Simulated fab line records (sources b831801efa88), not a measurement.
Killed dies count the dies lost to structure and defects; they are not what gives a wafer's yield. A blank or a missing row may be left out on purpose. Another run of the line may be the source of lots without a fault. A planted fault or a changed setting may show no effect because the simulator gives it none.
fab line records | flow sky130
[record] lots = 14 wafers = 42 lastDay = 50
route steps=708 shown VT_ADJUST_PCH@147 VIA4@650 PASSIVATION@683
lots with no fault: from the same line, run without faults
startH: hours from the record's first day to the start of the lot's first wafer shown | waitH: hours from the lot's prior step to this one | " as in the row above | L1.1+2: a single row standing in for several wafers | - no value present, or no start provided | * or withheld: withheld | < > ~ a bound
route shown NAME@n: names a module that has steps shown in the file, with the first one's number in the route | usual: mean/standard deviation taken from wafers without a fault | same: alike in all rows | chamber/n: place in a boat | sites: each site's reading | _std_site: the standard deviation of these | _edge_site: mean of outer sites minus mean of inner sites | radiusMm: for every site, how far away it sits from the centre of the wafer | mask NAME#n: copy n | behind: the last tool/chamber to shape the wafer | hold: reason for holding the lot/hours on hold/outcome of the hold | device: whichever transistor did not switch (one of n, p or np) | end of line: at the end of the route, the tests of the same wafers | step lacking rows: just its recipe | killed: at the first sort, the dies lost to defects and structure; wafer yield is something else | map: the dies of a wafer, with x for killed, . for not killed, _ for no die there
set.NAME: setting as actually run; set.NAME@STEP: the setting as run at that earlier step | model.NAME: the simulator's own value behind a step, which no gauge read
route steps across a sampled set of lots; one table per step, one row per wafer
services: when a tool's chamber went out of use (startH, in hours from the record's first day, below 0 if earlier), for how many hours, and the reason
[[steps]]
[step SKY_VT_ADJUST_PCH_EXPOSE_04]
[recipe] maskId = NWM na = 0.6 sourceShape = conventional sigmaOuter = 0.6 polarization = unpolarized targetCdNm = 840 doseMj = 255
[usual] exposureDoseMJCm2 = 255.01/0.24 focusOffsetNm = -0.1/0.49
// columns lot.wafer tool chamber startH waitH mask exposureDoseMJCm2 focusOffsetNm
L876.1 ilineStepper-02 0 214.88 - NWM#0 254.66 -0.7
L876.4 " 0 " " NWM#0 254.57 -0.6
L876.6 " 0 " " NWM#0 254.78 -0.3
L879.3 ilineStepper-02 0 243.47 - NWM#0 255.09 -0.2
L879.4 " 0 " " NWM#0 255.37 0.1
L879.5 " 0 " " NWM#0 255.25 -1.1
L880.3 ilineStepper-01 0 247.28 - NWM#0 255.15 0.0
L880.5 " 0 " " NWM#0 255.12 -0.6
L880.6 " 0 " " NWM#0 254.86 0.1
L882.3 ilineStepper-02 0 262.89 - NWM#0 255.00 -0.6
L882.5 " 0 " " NWM#0 254.96 -0.2
L882.6 " 0 " " NWM#0 255.24 0.1
L884.2 ilineStepper-02 0 274.57 - NWM#0 254.97 -1.2
L884.5 " 0 " " NWM#0 255.22 -0.9
L884.6 " 0 " " NWM#0 255.24 -0.8
L890.2 ilineStepper-01 - 320.86 - NWM#0 - -
L890.3 " - " " NWM#0 - -
L890.6 " - " " NWM#0 - -
L891.2 ilineStepper-01 - 323.91 - NWM#0 - -
L891.5 " - " " NWM#0 - -
L891.6 " - " " NWM#0 - -
L892.1 ilineStepper-02 0 334.18 - NWM#0 255.00 -0.1
L892.2 " 0 " " NWM#0 254.75 0.3
L892.3 " 0 " " NWM#0 255.24 0.9
L893.2 ilineStepper-02 0 341.81 - NWM#0 255.34 -0.4
L893.3 " 0 " " NWM#0 254.96 0.6
L893.5 " 0 " " NWM#0 254.94 -0.2
L894.3 ilineStepper-01 0 354.67 - NWM#0 255.16 -0.3
L894.5 " 0 " " NWM#0 254.94 -0.5
L894.6 " 0 " " NWM#0 255.12 0.0
L895.2 ilineStepper-02 0 363.30 - NWM#0 254.98 0.5
L895.5 " 0 " " NWM#0 255.17 -0.1
L895.6 " 0 " " NWM#0 255.16 0.1
L897.4 ilineStepper-01 0 374.14 - NWM#0 255.27 -0.1
L897.5 " 0 " " NWM#0 255.44 -0.6
L897.6 " 0 " " NWM#0 255.65 -0.2
L898.1 ilineStepper-01 0 378.43 - NWM#0 255.05 0.1
L898.3 " 0 " " NWM#0 254.69 0.5
L898.5 " 0 " " NWM#0 255.10 -0.4
L899.1 ilineStepper-02 0 388.56 - NWM#0 254.90 -0.2
L899.2 " 0 " " NWM#0 255.12 -0.7
L899.5 " 0 " " NWM#0 255.19 0.0
[step SKY_VT_ADJUST_PCH_OVL_MEAS_07]
[usual] VT_ADJUST_PCH_OVL = 0.1/1.4
// columns lot.wafer tool chamber startH waitH VT_ADJUST_PCH_OVL[nm]
L876.1 overlay-02 - 226.05 - 0.2
L876.4 " - " " 1.2
L876.6 " - " " 0.2
L879.3 overlay-02 - 255.27 - 1.5
L879.4 " - " " 0.2
L879.5 " - " " 1.5
L880.3 overlay-02 - 258.56 - 1.4
L880.5 " - " " -0.7
L880.6 " - " " -1.2
L882.3 overlay-02 - 274.26 - 3.7
L882.5 " - " " 1.1
L882.6 " - " " 1.6
L884.2 overlay-01 - 287.30 - 2.0
L884.5 " - " " 1.3
L884.6 " - " " 1.3
L890.2 overlay-02 - 334.32 - -
L890.3 " - " " -
L890.6 " - " " -
L891.2 overlay-02 - 337.52 - -
L891.5 " - " " -
L891.6 " - " " -
L892.1 overlay-01 - 347.36 - -2.0
L892.2 " - " " 0.0
L892.3 " - " " -1.8
L893.2 overlay-02 - 355.16 - -0.9
L893.3 " - " " 0.2
L893.5 " - " " 0.5
L894.3 overlay-01 - 368.36 - -1.7
L894.5 " - " " -0.1
L894.6 " - " " 2.4
L895.2 overlay-01 - 376.95 - 2.2
L895.5 " - " " 1.1
L895.6 " - " " -0.6
L897.4 overlay-01 - 388.47 - -2.3
L897.5 " - " " -0.5
L897.6 " - " " -0.5
L898.1 overlay-01 - 393.11 - 0.4
L898.3 " - " " 0.2
L898.5 " - " " 0.6
L899.1 overlay-02 - 403.25 - 2.8
L899.2 " - " " 2.0
L899.5 " - " " 0.3
[step SKY_VIA4_OVL_MEAS_11]
[usual] VIA4_OVL = -1.4/1.2
// columns lot.wafer tool chamber startH waitH VIA4_OVL[nm]
L876.1 overlay-02 - 997.83 0.1 -2.2
L876.4 " - " " -2.0
L876.6 " - " " -2.4
L880.3 overlay-02 - 1036.66 0.1 -1.2
L880.5 " - " " -2.8
L880.6 " - " " -0.5
L879.3 overlay-02 - 1036.96 0.1 -0.6
L879.4 " - " " -1.7
L879.5 " - " " 0.0
L882.3 overlay-02 - 1046.66 0.1 0.9
L882.5 " - " " -2.7
L882.6 " - " " 0.0
L884.2 overlay-02 - 1062.39 0.1 -1.2
L884.5 " - " " -1.3
L884.6 " - " " -3.0
L890.2 overlay-02 - 1096.01 0.1 -4.0
L890.3 " - " " -1.4
L890.6 " - " " -2.5
L891.2 overlay-01 - 1097.00 0.1 0.0
L891.5 " - " " -0.5
L891.6 " - " " 1.6
L892.1 overlay-02 - 1102.20 0.1 -2.3
L892.2 " - " " -1.6
L892.3 " - " " -1.1
L893.2 overlay-02 - 1113.54 0.1 -1.8
L893.3 " - " " -1.6
L893.5 " - " " -2.5
L894.3 overlay-02 - 1124.02 0.1 -1.9
L894.5 " - " " -1.3
L894.6 " - " " -1.6
L895.2 overlay-01 - 1127.56 0.1 -1.7
L895.5 " - " " -2.7
L895.6 " - " " -0.5
L897.4 overlay-01 - 1134.55 0.1 0.6
L897.5 " - " " -1.5
L897.6 " - " " -0.8
L898.1 overlay-02 - 1136.70 0.1 -4.3
L898.3 " - " " -3.5
L898.5 " - " " -3.6
L899.1 overlay-02 - 1145.60 0.1 -2.0
L899.2 " - " " -2.0
L899.5 " - " " -2.5
[step SKY_PASSIVATION_CVD_02]
[recipe] material = Si3N4 targetThkNm = 540 tempC = 400 timeS = withheld rfW = 450
[usual] heaterPowerW = 722/120
// columns lot.wafer tool chamber startH waitH heaterPowerW
L876.1 pecvd-04 1 1023.66 0.1 728
L876.4 " 2 " " 776
L876.6 " 1 " " 753
L880.3 pecvd-03 1 1061.28 0.0 682
L880.5 " 0 " " 603
L880.6 " 2 " " 686
L879.3 pecvd-01 2 1061.90 0.0 766
L879.4 " 2 " " 751
L879.5 " 1 " " 583
L882.3 pecvd-01 2 1071.62 0.0 689
L882.5 " 1 " " 511
L882.6 " 2 " " 716
L884.2 pecvd-01 2 1086.25 0.0 784
L884.5 " 1 " " 614
L884.6 " 2 " " 825
L890.2 pecvd-04 1 1118.26 0.0 734
L890.3 " 0 " " 866
L890.6 " 0 " " 858
L891.2 pecvd-03 2 1119.95 0.0 636
L891.5 " 0 " " 584
L891.6 " 1 " " 638
L892.1 pecvd-03 2 1124.76 0.1 743
L892.2 " 0 " " 642
L892.3 " 1 " " 751
L893.2 pecvd-03 0 1135.73 0.0 625
L893.3 " 1 " " 705
L893.5 " 2 " " 723
L894.3 pecvd-01 1 1145.05 0.0 648
L894.5 " 2 " " 653
L894.6 " 1 " " 513
L895.2 pecvd-01 2 1148.73 0.0 808
L895.5 " 0 " " 907
L895.6 " 1 " " 628
L897.4 pecvd-03 2 1155.64 0.1 722
L897.5 " 1 " " 744
L897.6 " 0 " " 604
L898.1 pecvd-04 0 1158.11 0.1 729
L898.3 " 1 " " 664
L898.5 " 2 " " 893
L899.1 pecvd-03 0 1165.10 0.1 522
L899.2 " 2 " " 657
L899.5 " 0 " " 547
[[services]]
// columns tool chamber startH hours kind
pecvd-03 1 212.92 28.0 repair
ilineStepper-01 - 259.29 8.9 pm
pecvd-03 - 294.64 6.0 pm
ilineStepper-01 - 303.13 1.7 pm
pecvd-03 0 385.84 9.1 repair
pecvd-03 2 386.31 9.9 repair
ilineStepper-02 - 403.72 1.7 pm
ilineStepper-02 - 422.76 5.5 repair
pecvd-03 - 443.23 2.8 pm
ilineStepper-01 - 447.12 3.7 repair
ilineStepper-02 - 453.08 7.2 repair
ilineStepper-01 - 521.31 1.7 pm
ilineStepper-01 - 594.44 2.1 pm
pecvd-03 1 615.61 6.9 repair
ilineStepper-02 - 621.90 1.7 pm
pecvd-03 0 672.43 16.7 repair
ilineStepper-02 - 675.80 4.4 pm
ilineStepper-01 - 679.45 2.9 repair
pecvd-03 - 712.32 2.1 repair
ilineStepper-01 - 739.49 1.7 pm
ilineStepper-02 - 840.08 1.7 pm
pecvd-03 0 913.97 13.9 repair
ilineStepper-02 - 1058.26 1.7 pm
ilineStepper-02 - 1152.57 2.1 pm
[[key]]
[firstSign] step = SKY_VT_ADJUST_PCH_EXPOSE_04 reading = toolRecord direction = missing
effect none on later readings
metAt SKY_VT_ADJUST_PCH_EXPOSE_04
struckLots L890,L891
sortLeftOut L890.2,L890.3,L890.6,L891.2,L891.5,L891.6
testerLeftOut L890,L891
notActingAt SKY_VT_ADJUST_PCH_OVL_MEAS_07,SKY_VIA4_OVL_MEAS_11,SKY_PASSIVATION_CVD_02
onsetBetween 247.28 320.86
[fault] kind = skippedStepWhole tool = ilineStepper-01 chamber = - onsetH = 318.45 steps = SKY_VT_ADJUST_PCH_EXPOSE_04 scope = struckLotsOnly
// testerLeftOut: of these lots the tester's yield and bins aren't shown, on N5 and GAA mostly nor the transistor test; their killed dies are dies lost to structure and defects alone, not to doping, threshold or leakage, so they don't give the yield
// sortLeftOut: the simulated sort isn't trusted on such a fault, so these wafers' sort isn't shown, and their yield isn't known
